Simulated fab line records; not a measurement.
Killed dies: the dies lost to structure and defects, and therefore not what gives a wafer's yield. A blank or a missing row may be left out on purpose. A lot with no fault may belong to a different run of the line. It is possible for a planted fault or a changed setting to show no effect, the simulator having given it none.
fab line records | flow gf180mcu
[record] lots = 15 wafers = 45 last_day = 35
route steps=602 shown MVSD@72 PSD@259 CONTACT@299 M1@319
lots with no fault: from the same line, run without faults
start_h: the number of hours between the record's first day and the start of the first shown wafer of the lot | wait_h: how many hours have passed since the lot's step before this one | " unchanged from the row above | L1.1+2: a single row standing in for several wafers | - no value present, or no start provided | * or withheld: withheld | < > ~ a bound
route shown NAME@n: names a module that has steps shown in the file, with the first one's number in the route | usual: mean and standard deviation over wafers with no fault | same: alike in all rows | chamber/n: place in a boat | sites: per-site readings | _std_site: the values' standard deviation | _edge_site: outer sites' mean less inner sites' | radius_mm: how far each site lies from the wafer's centre | mask NAME#n: copy n | behind: the most recent tool/chamber to have shaped the wafer | hold: what put the lot on hold/how long, in hours/how the hold closed | device: the transistor (n, p or np) that didn't switch | end of line: the route-end tests of the same wafers | a step with no rows: only its recipe | killed: dies lost to structure and defects at the first sort, not the wafer's yield | map: shows each die of a wafer: x if killed, . if not, _ if none is there
set.NAME: the setting as run; set.NAME@STEP: as run at that earlier step | model.NAME: the simulator's own value behind a step, which no gauge read
a sample of lots followed through the steps of the route, with each step as a table and each wafer as a row
services: the hour from which a tool's chamber was out of use, counted from the record's first day as start_h (under 0 if before that day), plus the number of hours and why
[[steps]]
[step GF_MVSD_DEVELOP_06]
[recipe] wall_angle_deg = 90 develop_time_s = 60 dev_temp_c = 23
[usual] chill_plate_temp_C = 22.99/0.087 develop_time_s = 60/0 resist_line_temp_C = 22.99/0.1
// columns lot.wafer tool chamber start_h wait_h chill_plate_temp_C develop_time_s resist_line_temp_C
L909.1 litho_track-04 0 81 - 22.88 60 23.15
L909.4 " 0 " " 22.93 60 23.22
L909.5 " 0 " " 22.82 60 22.97
L910.2 litho_track-01 0 86 - 22.97 60 22.88
L910.4 " 0 " " 23.04 60 22.93
L910.5 " 0 " " 23.12 60 22.75
L911.1 litho_track-02 0 92 - 23.12 60 23.05
L911.3 " 0 " " 23.01 60 23.10
L911.4 " 0 " " 23.22 60 23.15
L913.1 litho_track-01 0 105 - 22.97 60 23.05
L913.2 " 0 " " 23.01 60 22.93
L913.5 " 0 " " 22.92 60 23.01
L914.1 litho_track-02 0 114 - 23.11 60 22.94
L914.2 " 0 " " 22.92 60 23.00
L914.6 " 0 " " 22.87 60 22.92
L915.3 litho_track-02 - 119 - - - -
L915.4 " - " " - - -
L915.6 " - " " - - -
L916.2 litho_track-02 - 123 - - - -
L916.3 " - " " - - -
L916.4 " - " " - - -
L917.1 litho_track-01 - 126 - - - -
L917.4 " - " " - - -
L917.5 " - " " - - -
L921.1 litho_track-02 0 150 - 22.99 60 23.04
L921.3 " 0 " " 23.09 60 23.14
L921.5 " 0 " " 23.24 60 23.18
L926.2 litho_track-02 0 182 - 23.05 60 23.02
L926.3 " 0 " " 23.09 60 22.96
L926.5 " 0 " " 22.97 60 23.12
L928.1 litho_track-02 0 197 - 22.97 60 22.87
L928.4 " 0 " " 23.02 60 22.94
L928.5 " 0 " " 23.13 60 22.92
L929.3 litho_track-01 0 201 - 22.89 60 22.84
L929.4 " 0 " " 22.90 60 22.96
L929.6 " 0 " " 22.84 60 22.96
L930.2 litho_track-04 0 208 - 23.09 60 22.85
L930.3 " 0 " " 23.10 60 23.03
L930.6 " 0 " " 23.01 60 23.03
L931.1 litho_track-02 0 212 - 22.94 60 23.05
L931.2 " 0 " " 22.95 60 22.99
L931.3 " 0 " " 22.99 60 23.05
L932.2 litho_track-04 0 220 - 22.99 60 22.73
L932.4 " 0 " " 23.18 60 22.84
L932.5 " 0 " " 23.06 60 22.94
[step GF_PSD_TW_MEAS_11]
[usual] PSD_TW = 3175/29
// columns lot.wafer tool chamber start_h wait_h PSD_TW
L909.1 film_metro-02 - 327.12 0.1 3179
L909.4 " - " " 3163
L909.5 " - " " 3185
L910.2 film_metro-01 - 332.78 0.1 3197
L910.4 " - " " 3187
L910.5 " - " " 3211
L911.1 film_metro-04 - 337.81 0.1 3108
L911.3 " - " " 3118
L911.4 " - " " 3122
L913.1 film_metro-01 - 364.57 0.1 3201
L913.2 " - " " 3202
L913.5 " - " " 3208
L914.1 film_metro-04 - 375.57 0.1 3166
L914.2 " - " " 3151
L914.6 " - " " 3156
L915.3 film_metro-02 - 385.34 0.1 3190
L915.4 " - " " 3177
L915.6 " - " " 3201
L917.1 film_metro-04 - 396.14 0.1 3143
L917.4 " - " " 3149
L917.5 " - " " 3149
L916.2 film_metro-04 - 396.91 0.1 3161
L916.3 " - " " 3173
L916.4 " - " " 3149
L921.1 film_metro-04 - 433.11 0.1 3145
L921.3 " - " " 3171
L921.5 " - " " 3155
L926.2 film_metro-04 - 476.13 0.1 3139
L926.3 " - " " 3136
L926.5 " - " " 3138
L928.1 film_metro-01 - 491.83 0.1 3210
L928.4 " - " " 3198
L928.5 " - " " 3224
L929.3 film_metro-01 - 500.85 0.1 3197
L929.4 " - " " 3217
L929.6 " - " " 3207
L930.2 film_metro-04 - 507.11 0.1 3151
L930.3 " - " " 3144
L930.6 " - " " 3149
L931.1 film_metro-04 - 515.70 0.1 3175
L931.2 " - " " 3150
L931.3 " - " " 3154
L932.2 film_metro-04 - 527.71 0.1 3149
L932.4 " - " " 3153
L932.5 " - " " 3150
[step GF_CONTACT_PEB_12]
[recipe] peb_temp_c = 135 peb_time_s = 93.45 resist = KrF
[usual] plate_sensor_t_centre_C = 136.13/0.0098 plate_sensor_t_edge_C = 136.29/0.0095 resist_line_temp_C = 23.01/0.11
// columns lot.wafer tool chamber start_h wait_h plate_sensor_t_centre_C plate_sensor_t_edge_C resist_line_temp_C
L909.1 litho_track-01 0 - - 136.15 136.29 23.07
L909.4 " 0 " " 136.13 136.3 22.99
L909.5 " 0 " " 136.14 136.3 23.10
L910.2 litho_track-01 0 - - 136.12 136.29 23.05
L910.4 " 0 " " 136.13 136.29 23.07
L910.5 " 0 " " 136.13 136.31 23.14
L911.1 litho_track-03 0 - - 136.14 136.3 22.91
L911.3 " 0 " " 136.14 136.29 22.97
L911.4 " 0 " " 136.11 136.29 22.90
L913.1 litho_track-01 0 - - 136.15 136.3 22.88
L913.2 " 0 " " 136.13 136.29 22.82
L913.5 " 0 " " 136.11 136.31 22.96
L914.1 litho_track-02 0 - - 136.13 136.3 23.05
L914.2 " 0 " " 136.14 136.3 23.13
L914.6 " 0 " " 136.12 136.28 23.08
L915.3 litho_track-01 0 - - 136.12 136.31 22.96
L915.4 " 0 " " 136.12 136.3 22.95
L915.6 " 0 " " 136.12 136.29 23.17
L917.1 litho_track-03 0 - - 136.13 136.28 23.06
L917.4 " 0 " " 136.13 136.3 22.90
L917.5 " 0 " " 136.11 136.3 23.09
L916.2 litho_track-01 0 - - 136.12 136.3 22.74
L916.3 " 0 " " 136.14 136.28 23.01
L916.4 " 0 " " 136.14 136.3 22.85
L921.1 litho_track-03 0 - - 136.13 136.29 23.01
L921.3 " 0 " " 136.12 136.29 22.92
L921.5 " 0 " " 136.12 136.3 22.93
L926.2 litho_track-01 0 - - 136.12 136.29 23.00
L926.3 " 0 " " 136.12 136.29 22.95
L926.5 " 0 " " 136.12 136.28 22.96
L928.1 litho_track-01 0 - - 136.12 136.3 22.97
L928.4 " 0 " " 136.13 136.3 22.98
L928.5 " 0 " " 136.13 136.28 22.97
L929.3 litho_track-02 0 - - 136.13 136.29 23.14
L929.4 " 0 " " 136.13 136.28 22.94
L929.6 " 0 " " 136.12 136.29 23.09
L930.2 litho_track-03 0 - - 136.12 136.3 23.01
L930.3 " 0 " " 136.13 136.29 23.05
L930.6 " 0 " " 136.14 136.32 23.16
L931.1 litho_track-03 0 - - 136.13 136.29 22.90
L931.2 " 0 " " 136.13 136.27 22.94
L931.3 " 0 " " 136.12 136.3 22.89
L932.2 litho_track-03 0 - - 136.12 136.29 23.03
L932.4 " 0 " " 136.13 136.28 23.11
L932.5 " 0 " " 136.14 136.3 23.03
[step GF_M1_SPUTTER_04]
[recipe] material = TiN target_thk_nm = 50 power_w = 6500 time_s = 41.7 chamber_pressure_pa = 0.4
[usual] throttle_valve_pct = 30.1/1.4
// columns lot.wafer tool chamber start_h wait_h throttle_valve_pct
L909.1 pvd_sputter-01 - 374.08 0.0 27.5
L909.4 " - " " 31.6
L909.5 " - " " 29.6
L910.2 pvd_sputter-01 - 380.23 0.0 30.0
L910.4 " - " " 27.9
L910.5 " - " " 28.1
L911.1 pvd_sputter-01 - 385.47 0.0 29.8
L911.3 " - " " 31.3
L911.4 " - " " 28.0
L913.1 pvd_sputter-04 - 415.49 0.0 31.2
L913.2 " - " " 32.5
L913.5 " - " " 31.1
L914.1 pvd_sputter-02 - 426.72 0.0 30.6
L914.2 " - " " 29.2
L914.6 " - " " 28.9
L915.3 pvd_sputter-02 - 435.49 0.0 29.7
L915.4 " - " " 30.6
L915.6 " - " " 28.9
L917.1 pvd_sputter-04 - 447.78 0.0 30.9
L917.4 " - " " 31.1
L917.5 " - " " 31.2
L916.2 pvd_sputter-02 - 448.25 0.0 28.7
L916.3 " - " " 29.6
L916.4 " - " " 31.1
L921.1 pvd_sputter-02 - 485.67 0.0 28.8
L921.3 " - " " 29.9
L921.5 " - " " 30.7
L926.2 pvd_sputter-02 - 526.98 0.0 28.9
L926.3 " - " " 29.1
L926.5 " - " " 29.2
L928.1 pvd_sputter-02 - 542.48 0.0 30.7
L928.4 " - " " 28.7
L928.5 " - " " 29.8
L929.3 pvd_sputter-04 - 550.46 0.0 32.4
L929.4 " - " " 31.1
L929.6 " - " " 32.4
L930.2 pvd_sputter-04 - 557.16 0.0 31.1
L930.3 " - " " 31.1
L930.6 " - " " 31.0
L931.1 pvd_sputter-04 - 579.50 0.0 28.3
L931.2 " - " " 31.1
L931.3 " - " " 32.4
L932.2 pvd_sputter-04 - 581.00 0.0 28.4
L932.4 " - " " 31.1
L932.5 " - " " 28.4
[[services]]
// columns tool chamber start_h hours kind
pvd_sputter-02 - 216.64 1.1 repair
pvd_sputter-02 - 240.55 13.7 repair
pvd_sputter-01 - 254.52 0.7 repair
pvd_sputter-02 - 298.59 7.5 repair
pvd_sputter-02 - 303.12 1.0 repair
pvd_sputter-04 - 411.34 2.7 repair
pvd_sputter-02 - 493.07 5.3 repair
pvd_sputter-01 - 523.20 2.3 repair
pvd_sputter-01 - 578.48 1.2 repair
[[key]]
[first_sign] step = GF_MVSD_DEVELOP_06 reading = tool_record direction = missing
effect none on later readings
met_at GF_MVSD_DEVELOP_06
struck_lots L915,L916,L917
sort_left_out L915.3,L915.4,L915.6,L916.2,L916.3,L916.4,L917.1,L917.4,L917.5
tester_left_out L915,L916,L917
not_acting_at GF_PSD_TW_MEAS_11,GF_CONTACT_PEB_12,GF_M1_SPUTTER_04
onset_between 114 119
[fault] kind = skipped_step_whole tool = litho_track-01,litho_track-02 chamber = - onset_h = 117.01 steps = GF_MVSD_DEVELOP_06 scope = struck_lots_only
// tester_left_out: of these lots the tester's yield and bins aren't shown, on N5 and GAA mostly nor the transistor test; their killed dies are dies lost to structure and defects alone, not to doping, threshold or leakage, so they don't give the yield
// sort_left_out: the simulated sort isn't trusted on such a fault, so these wafers' sort isn't shown, and their yield isn't known
